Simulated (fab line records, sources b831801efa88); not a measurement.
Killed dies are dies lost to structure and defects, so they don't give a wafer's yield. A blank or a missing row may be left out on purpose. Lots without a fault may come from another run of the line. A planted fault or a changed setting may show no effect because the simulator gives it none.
Which tool did it? | flow gf180mcu | 24 lots, 72 wafers sampled, at 5 steps of a route of 602

WHAT THE GAUGES READ, wafer by wafer
GF_V3_RS_MEAS_24: measures by four-point-probe. Usual: V3_W_RS 0.328 ohm/sq, standard deviation 0.0034.
lot  | measured     | on            | V3_W_RS (ohm/sq)  | flag
L074 | day 22 15:07 | film_metro-04 | 0.330 0.323 0.326 |
L075 | day 22 22:34 | film_metro-02 | 0.333 0.330 0.331 |
L076 | day 23 06:02 | film_metro-03 | 0.328 0.328 0.330 |
L077 | day 23 17:01 | film_metro-02 | 0.333 0.336 0.331 |
L078 | day 24 01:57 | film_metro-04 | 0.329 0.329 0.329 |
L079 | day 24 12:33 | film_metro-03 | 0.326 0.324 0.328 |
L080 | day 24 18:25 | film_metro-03 | 0.330 0.327 0.328 |
L081 | day 25 05:04 | film_metro-04 | 0.323 0.331 0.329 |
L082 | day 25 11:31 | film_metro-02 | 0.328 0.323 0.334 |
L083 | day 25 19:35 | film_metro-04 | 0.325 0.332 0.325 |
L084 | day 26 07:37 | film_metro-04 | 0.332 0.328 0.333 |
L085 | day 26 11:58 | film_metro-04 | 0.331 0.330 0.327 |
L086 | day 26 21:59 | film_metro-03 | 0.329 0.327 0.329 |
L087 | day 27 06:46 | film_metro-03 | 0.325 0.331 0.324 |
L088 | day 27 14:27 | film_metro-04 | 0.323 0.324 0.322 |
L089 | day 27 17:02 | film_metro-03 | 0.327 0.329 0.322 |
L090 | day 28 00:38 | film_metro-03 | 0.325 0.322 0.327 |
L091 | day 28 12:09 | film_metro-02 | 0.327 0.325 0.332 |
L092 | day 28 17:52 | film_metro-04 | 0.325 0.325 0.325 |
L093 | day 28 18:59 | film_metro-03 | 0.331 0.328 0.327 |
L094 | day 29 05:59 | film_metro-03 | 0.336 0.333 0.331 |
L095 | day 29 10:43 | film_metro-03 | 0.327 0.329 0.331 |
L096 | day 29 14:34 | film_metro-03 | 0.325 0.329 0.326 |
L097 | day 30 04:30 | film_metro-02 | 0.328 0.329 0.327 |

WHICH TOOL RAN EACH LOT (tool, then ch and the chambers of the sampled wafers, then the start)
lot  | GF_M2_SPUTTER_04             | GF_M3_STRIP_17                       | GF_V3_ETCH_16                      | GF_V3_CVD_23
L074 | pvd_sputter-02, day 18 07:04 | plasma_asher-04 ch 0,1, day 21 12:38 | rie_diel-04 ch 0,2, day 22 14:12   | cvd_w-02 ch 0,1, day 22 15:00
L075 | pvd_sputter-02, day 18 15:44 | plasma_asher-03 ch 1, day 21 20:23   | rie_diel-01 ch 1,3, day 22 21:38   | cvd_w-02 ch 0, day 22 22:26
L076 | pvd_sputter-03, day 18 23:27 | plasma_asher-02 ch 0,1, day 22 03:57 | rie_diel-03 ch 0,2, day 23 05:05   | cvd_w-01 ch 0,1, day 23 05:55
L077 | pvd_sputter-02, day 19 09:43 | plasma_asher-04 ch 0,1, day 22 15:21 | rie_diel-04 ch 0,2,3, day 23 16:08 | cvd_w-01 ch 0,1, day 23 16:54
L078 | pvd_sputter-04, day 19 21:05 | plasma_asher-02 ch 0,1, day 23 00:21 | rie_diel-01 ch 2,3, day 24 01:03   | cvd_w-01 ch 0,1, day 24 01:49
L079 | pvd_sputter-02, day 20 07:53 | plasma_asher-03 ch 0,1, day 23 11:37 | rie_diel-01 ch 0,2, day 24 11:38   | cvd_w-02 ch 0,1, day 24 12:26
L080 | pvd_sputter-02, day 20 14:19 | plasma_asher-03 ch 0,1, day 23 17:25 | rie_diel-04 ch 0,1,3, day 24 17:32 | cvd_w-02 ch 0,1, day 24 18:19
L081 | pvd_sputter-04, day 21 02:35 | plasma_asher-04 ch 0,1, day 24 04:46 | rie_diel-04 ch 0,1,3, day 25 04:11 | cvd_w-01 ch 0,1, day 25 04:57
L082 | pvd_sputter-03, day 21 09:17 | plasma_asher-02 ch 0,1, day 24 11:05 | rie_diel-04 ch 0,3, day 25 10:39   | cvd_w-01 ch 0,1, day 25 11:25
L083 | pvd_sputter-03, day 21 18:35 | plasma_asher-03 ch 0,1, day 24 19:52 | rie_diel-04 ch 0,2,3, day 25 18:41 | cvd_w-02 ch 0,1, day 25 19:27
L084 | pvd_sputter-04, day 22 08:11 | plasma_asher-04 ch 0,1, day 25 08:04 | rie_diel-03 ch 1,2,3, day 26 06:42 | cvd_w-02 ch 0,1, day 26 07:30
L085 | pvd_sputter-04, day 22 12:59 | plasma_asher-02 ch 0,1, day 25 12:49 | rie_diel-04 ch 0,2,3, day 26 11:05 | cvd_w-02 ch 0,1, day 26 11:51
L086 | pvd_sputter-03, day 22 23:32 | plasma_asher-04 ch 0,1, day 25 22:58 | rie_diel-03 ch 0,1, day 26 21:06   | cvd_w-02 ch 0,1, day 26 21:52
L087 | pvd_sputter-04, day 23 10:56 | plasma_asher-02 ch 0,1, day 26 07:37 | rie_diel-03 ch 1,3, day 27 05:50   | cvd_w-01 ch 0,1, day 27 06:39
L088 | pvd_sputter-03, day 23 18:03 | plasma_asher-03 ch 0,1, day 26 15:13 | rie_diel-03 ch 0,1,3, day 27 13:34 | cvd_w-02 ch 1, day 27 14:19
L089 | pvd_sputter-02, day 23 22:53 | plasma_asher-02 ch 0,1, day 26 19:01 | rie_diel-03 ch 0,1,2, day 27 16:02 | cvd_w-01 ch 0,1, day 27 16:55
L090 | pvd_sputter-03, day 24 08:11 | plasma_asher-02 ch 0,1, day 27 02:13 | rie_diel-01 ch 0,2,3, day 27 23:44 | cvd_w-01 ch 0,1, day 28 00:30
L091 | pvd_sputter-03, day 24 14:56 | plasma_asher-04 ch 0,1, day 27 10:41 | rie_diel-01 ch 0,1,2, day 28 11:17 | cvd_w-02 ch 0,1, day 28 12:02
L092 | pvd_sputter-04, day 25 03:17 | plasma_asher-03 ch 0,1, day 27 21:16 | rie_diel-01 ch 0,1, day 28 16:29   | cvd_w-01 ch 0,1, day 28 17:44
L093 | pvd_sputter-04, day 25 06:44 | plasma_asher-03 ch 0,1, day 27 23:31 | rie_diel-01 ch 1,2,3, day 28 18:00 | cvd_w-02 ch 0,1, day 28 18:51
L094 | pvd_sputter-04, day 25 12:56 | plasma_asher-04 ch 1, day 28 09:58   | rie_diel-04 ch 0,2,3, day 29 05:05 | cvd_w-02 ch 0,1, day 29 05:51
L095 | pvd_sputter-04, day 25 18:32 | plasma_asher-03 ch 0,1, day 28 13:05 | rie_diel-04 ch 0,1,2, day 29 09:50 | cvd_w-01 ch 0,1, day 29 10:36
L096 | pvd_sputter-03, day 26 04:02 | plasma_asher-03 ch 0,1, day 28 17:26 | rie_diel-03 ch 0,2,3, day 29 13:41 | cvd_w-01 ch 0,1, day 29 14:28
L097 | pvd_sputter-04, day 26 14:11 | plasma_asher-03 ch 0,1, day 29 07:48 | rie_diel-04 ch 0,2,3, day 30 03:35 | cvd_w-02 ch 1, day 30 04:23
- GF_M2_SPUTTER_04: material TiN, target thk 50 nm, time 41.7 s.
- GF_M3_STRIP_17: strips in O2/N2.
- GF_V3_ETCH_16: etches BARC in N2/H2.
- GF_V3_CVD_23: deposits W, target thk 350 nm, time 104.9 s.

WHAT THE TOOLS THEMSELVES READ (means of the sampled wafers that have a number; where no wafer has one, the mark that the record gives instead)
GF_M2_SPUTTER_04. Usual: cathode_dc_power_W 6500.0 W, standard deviation 1.1; throttle_valve_pct 29.7 %, standard deviation 0.67.
lot  | tool           | cathode_dc_power_W (W) | throttle_valve_pct (%) | flag
L074 | pvd_sputter-02 | 6498.7                 | 29.4                   |
L075 | pvd_sputter-02 | 6500.0                 | 29.7                   |
L076 | pvd_sputter-03 | 6500.3                 | 29.4                   |
L077 | pvd_sputter-02 | 6500.0                 | 30.2                   |
L078 | pvd_sputter-04 | 6500.8                 | 29.6                   |
L079 | pvd_sputter-02 | 6500.3                 | 29.6                   |
L080 | pvd_sputter-02 | 6499.3                 | 30.3                   |
L081 | pvd_sputter-04 | 6499.8                 | 30.2                   |
L082 | pvd_sputter-03 | 6499.1                 | 29.4                   |
L083 | pvd_sputter-03 | 6499.8                 | 29.1                   |
L084 | pvd_sputter-04 | 6501.2                 | 29.4                   |
L085 | pvd_sputter-04 | 6498.9                 | 29.8                   |
L086 | pvd_sputter-03 | 6498.9                 | 29.3                   |
L087 | pvd_sputter-04 | 6498.6                 | 29.6                   |
L088 | pvd_sputter-03 | 6500.8                 | 29.4                   |
L089 | pvd_sputter-02 | 6500.3                 | 30.3                   |
L090 | pvd_sputter-03 | 6499.5                 | 29.7                   |
L091 | pvd_sputter-03 | 6500.4                 | 29.1                   |
L092 | pvd_sputter-04 | 6498.5                 | 29.5                   |
L093 | pvd_sputter-04 | 6500.7                 | 29.5                   |
L094 | pvd_sputter-04 | 6498.7                 | 29.6                   |
L095 | pvd_sputter-04 | 6500.0                 | 29.3                   |
L096 | pvd_sputter-03 | 6499.3                 | 29.6                   |
L097 | pvd_sputter-04 | 6500.3                 | 29.3                   |

GF_M3_STRIP_17. Usual: drypump_motor_current_A 5.7 A, standard deviation 0.48; heater_power_w 349 W, standard deviation 38; oes_product_au 0.536 a.u., standard deviation 0.0045; strip_time_to_endpoint_s 7.37 s, standard deviation 0.047.
lot  | tool            | drypump_motor_current_A (A) | heater_power_w (W) | oes_product_au (a.u.) | strip_time_to_endpoint_s (s) | flag
L074 | plasma_asher-04 | 6.0                         | 319                | 0.530                 | 7.35                         |
L075 | plasma_asher-03 | 4.8                         | 350                | 0.536                 | 7.38                         |
L076 | plasma_asher-02 | 5.7                         | 340                | 0.538                 | 7.36                         |
L077 | plasma_asher-04 | 6.0                         | 320                | 0.529                 | 7.38                         |
L078 | plasma_asher-02 | 5.7                         | 342                | 0.533                 | 7.31                         |
L079 | plasma_asher-03 | 5.2                         | 368                | 0.536                 | 7.40                         |
L080 | plasma_asher-03 | 5.2                         | 368                | 0.537                 | 7.34                         |
L081 | plasma_asher-04 | 6.1                         | 310                | 0.535                 | 7.38                         |
L082 | plasma_asher-02 | 5.7                         | 337                | 0.535                 | 7.28                         |
L083 | plasma_asher-03 | 5.6                         | 400                | 0.535                 | 7.36                         |
L084 | plasma_asher-04 | 6.0                         | 315                | 0.539                 | 7.37                         |
L085 | plasma_asher-02 | 5.7                         | 336                | 0.536                 | 7.38                         |
L086 | plasma_asher-04 | 6.1                         | 311                | 0.539                 | 7.36                         |
L087 | plasma_asher-02 | 5.7                         | 335                | 0.537                 | 7.35                         |
L088 | plasma_asher-03 | 5.6                         | 397                | 0.539                 | 7.37                         |
L089 | plasma_asher-02 | 5.7                         | 338                | 0.535                 | 7.43                         |
L090 | plasma_asher-02 | 5.6                         | 336                | 0.536                 | 7.34                         |
L091 | plasma_asher-04 | 6.0                         | 321                | 0.537                 | 7.35                         |
L092 | plasma_asher-03 | 5.2                         | 373                | 0.535                 | 7.38                         |
L093 | plasma_asher-03 | 5.2                         | 370                | 0.538                 | 7.39                         |
L094 | plasma_asher-04 | 5.9                         | 326                | 0.533                 | 7.42                         |
L095 | plasma_asher-03 | 5.2                         | 374                | 0.541                 | 7.42                         |
L096 | plasma_asher-03 | 5.6                         | 392                | 0.538                 | 7.42                         |
L097 | plasma_asher-03 | 5.6                         | 391                | 0.536                 | 7.37                         |

GF_V3_ETCH_16. Usual: drypump_motor_current_A 5.8 A, standard deviation 0.44; oes_product_au 0.854 a.u., standard deviation 0.0048; throttle_valve_pct 13.225 %, standard deviation 0.0084.
lot  | tool        | drypump_motor_current_A (A) | oes_product_au (a.u.) | throttle_valve_pct (%) | flag
L074 | rie_diel-04 | 5.4                         | 0.854                 | 13.233                 |
L075 | rie_diel-01 | 5.9                         | 0.858                 | 13.224                 |
L076 | rie_diel-03 | 5.9                         | 0.855                 | 13.223                 |
L077 | rie_diel-04 | 5.5                         | 0.853                 | 13.223                 |
L078 | rie_diel-01 | 5.9                         | 0.851                 | 13.225                 |
L079 | rie_diel-01 | 6.0                         | 0.851                 | 13.227                 |
L080 | rie_diel-04 | 5.8                         | 0.851                 | 13.221                 |
L081 | rie_diel-04 | 5.8                         | 0.855                 | 13.224                 |
L082 | rie_diel-04 | 5.6                         | 0.856                 | 13.223                 |
L083 | rie_diel-04 | 5.5                         | 0.858                 | 13.224                 |
L084 | rie_diel-03 | 5.7                         | 0.851                 | 13.225                 |
L085 | rie_diel-04 | 5.5                         | 0.855                 | 13.223                 |
L086 | rie_diel-03 | 5.9                         | 0.856                 | 13.228                 |
L087 | rie_diel-03 | 5.6                         | 0.851                 | 13.226                 |
L088 | rie_diel-03 | 5.5                         | 0.857                 | 13.227                 |
L089 | rie_diel-03 | 6.0                         | 0.850                 | 13.219                 |
L090 | rie_diel-01 | 5.9                         | 0.849                 | 13.222                 |
L091 | rie_diel-01 | 6.0                         | 0.854                 | 13.226                 |
L092 | rie_diel-01 | 5.9                         | 0.848                 | 13.215                 |
L093 | rie_diel-01 | 6.0                         | 0.851                 | 13.236                 |
L094 | rie_diel-04 | 5.5                         | 0.852                 | 13.231                 |
L095 | rie_diel-04 | 5.7                         | 0.854                 | 13.220                 |
L096 | rie_diel-03 | 5.6                         | 0.854                 | 13.220                 |
L097 | rie_diel-04 | 5.5                         | 0.854                 | 13.220                 |

GF_V3_CVD_23. Usual: heater_power_w 900 W, standard deviation 64.
lot  | tool     | heater_power_w (W) | flag
L074 | cvd_w-02 | 950                |
L075 | cvd_w-02 | 865                |
L076 | cvd_w-01 | 866                |
L077 | cvd_w-01 | 861                |
L078 | cvd_w-01 | 843                |
L079 | cvd_w-02 | 949                |
L080 | cvd_w-02 | 961                |
L081 | cvd_w-01 | 862                |
L082 | cvd_w-01 | 866                |
L083 | cvd_w-02 | 918                |
L084 | cvd_w-02 | 916                |
L085 | cvd_w-02 | 920                |
L086 | cvd_w-02 | 942                |
L087 | cvd_w-01 | 882                |
L088 | cvd_w-02 | 992                |
L089 | cvd_w-01 | 842                |
L090 | cvd_w-01 | 877                |
L091 | cvd_w-02 | 929                |
L092 | cvd_w-01 | 864                |
L093 | cvd_w-02 | 919                |
L094 | cvd_w-02 | 920                |
L095 | cvd_w-01 | 879                |
L096 | cvd_w-01 | 842                |
L097 | cvd_w-02 | 992                |

THE ANSWER, worked out from the rows above alone
Rule: a lot is off if the mean of its wafers that have a number lies more than 3 standard deviations from the usual mean. A lot without any number at a reading at which 4 lots or more have one is off too. The other lots that the step has rows for count as sound. The gauges are gone through in route order, then the tools' own readings, and for those a lot's mean is taken as printed above. The first step at which some lot is off is used, and at that step the reading that is off furthest; a lot without a number counts as furthest.
No lot is off at any reading shown: from this, nothing can be told.

WHAT THE SIMULATOR HAD PUT IN
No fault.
